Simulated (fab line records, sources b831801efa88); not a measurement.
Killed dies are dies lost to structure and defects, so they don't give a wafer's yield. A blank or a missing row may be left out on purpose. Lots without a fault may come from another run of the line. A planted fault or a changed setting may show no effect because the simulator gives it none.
Which tool did it? | flow sky130 | 6 lots, 18 wafers sampled, at 1 step of a route of 708

WHAT THE GAUGES READ, wafer by wafer
SKY_FIELD_ISO_THK_MEAS_02.
lot  | measured    | on            | FIELD_ISO_OXIDATION_00_THK (nm)
L481 | day 1 22:58 | film_metro-02 | 11.50 11.79 11.58
L484 | day 2 14:52 | film_metro-03 | 12.30 12.18 12.07
L489 | day 3 13:48 | film_metro-01 | 12.36 12.28 12.20
L492 | day 4 04:38 | film_metro-01 | 11.70 11.72 11.76
L497 | day 5 05:38 | film_metro-01 | 11.77 11.85 11.80
L501 | day 6 01:38 | film_metro-01 | 12.06 12.18 12.28

WHICH TOOL RAN EACH LOT (tool, then ch and the chambers of the sampled wafers, then the start)
The record holds no process step before these readings.

THE ANSWER, worked out from the rows above alone
Rule: what is usual is taken from the lots themselves. Put in order of their means at a reading, lots are off if they are a third of the lots or fewer, leave a main group of 4 or more, and stand apart from it by a gap of 3 or more times the standard deviation of the main group's means; of several such gaps the widest counts. A main group whose means are all the same, to the digits that the tables above print for the reading, isn't used. A lot without any number at a reading at which 4 lots or more have one is off too. The other lots that the step has rows for count as sound.
No lot is off at any reading shown: from this, nothing can be told.

WHAT THE SIMULATOR HAD PUT IN
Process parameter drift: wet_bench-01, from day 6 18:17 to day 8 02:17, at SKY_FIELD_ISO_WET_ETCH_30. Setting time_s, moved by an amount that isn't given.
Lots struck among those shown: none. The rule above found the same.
